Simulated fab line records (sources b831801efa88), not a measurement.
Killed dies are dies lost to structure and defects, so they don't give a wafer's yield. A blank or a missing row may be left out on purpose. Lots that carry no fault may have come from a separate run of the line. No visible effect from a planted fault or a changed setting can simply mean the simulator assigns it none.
A struck lot beside a sound one || flow gf180mcu || 14 steps out of a route of 602
Sound: wafers L776.4, L776.5, L776.6. Struck: wafers L787.3, L787.5, L787.6. The cause comes at the end.
Each step with rows lists, per side, the tool, then ch with its chambers, then its first start. Under that, the readings that differ: sound wafers || struck wafers || difference of the means || sigmas: that difference in standard deviations of wafers without a fault.
alike: same words and numbers on both sides, and readings whose means sit less than 2 such deviations apart. not compared: any withheld reading, any reading some wafer has no value for, any bound like >300 that may hide the same value, and any number with overlapping values for which the record gives no deviation.
Wherever a step has rows on one side only, a row that says differs or no value, or a row with sigmas, the two part there. Non-overlapping numbers with no deviation appear without sigmas and do not part them. A reading missing from all wafers of one side parts the sides only when that side holds two or more wafers.

first, 1 step without rows for these wafers: GF_HV_LDD_DEVELOP_18 (develop time 60 s).
GF_HV_LDD_CD_MEAS_19 targets a cd of 400 nm.
  sound: cd sem-01 at day 13 03:47; struck: cd sem-02 at day 16 07:13
  alike: cd nm
GF_HV_LDD_OVL_MEAS_20:
  sound: overlay-01 at day 13 03:52; struck: overlay-01 at day 16 07:18
  alike: HV_LDD_01_OVL
following that, these wafers have no rows for 1 step: GF_HV_LDD_IMPLANT_21.
GF_HV_LDD_STRIP_22: strips in O2/N2.
  sound on plasma asher-04 ch 0,1, day 13 04:04; struck on plasma asher-04 ch 0,1, day 16 07:31
  alike: drypump motor current A, heater power w, n2 flow sccm, oes product au, strip time to endpoint s
  not compared: rf hours counter h
GF_HV_LDD_TW_MEAS_23:
  sound: film metro-04 at day 13 04:10; struck: film metro-02 at day 16 07:36
  alike: HV_LDD_2_TW
then, 6 steps without rows for these wafers: GF_HV_LDD_DEHYDRATE_24 (time 60 s); GF_HV_LDD_HMDS_25 (prime time 60 s); GF_HV_LDD_COAT_26 (resist thk 1000 nm); GF_HV_LDD_SOFTBAKE_27 (time 60 s); GF_HV_LDD_EXPOSE_28 (exposes mask Nplus HV AREA, target cd 400 nm); GF_HV_LDD_PEB_29.
GF_HV_LDD_DEVELOP_30: develop time 60 s.
  struck on litho track-01, day 17 05:59; sound on litho track-01 ch 0, day 13 23:30
  no value came back on the struck wafers for chill plate temp C (C), develop time s (s), resist line temp C (C); on the sound wafers chill plate temp C (C) reads 22.91 22.98 23.10
GF_HV_LDD_CD_MEAS_31 targets a cd of 400 nm.
  sound: cd sem-02 at day 13 23:38; struck: cd sem-02 at day 17 06:07
{"reading": "cd nm (nm)", "sound": "402.8 400.2 399.8", "struck": "- - -", "difference": "no value on the struck wafers", "sigmas": ""}

== WHERE THEY PART ==
Last at GF_HV_LDD_CD_MEAS_31 as far as this record goes, first at GF_HV_LDD_DEVELOP_30.

WHY: the cause the simulator had injected
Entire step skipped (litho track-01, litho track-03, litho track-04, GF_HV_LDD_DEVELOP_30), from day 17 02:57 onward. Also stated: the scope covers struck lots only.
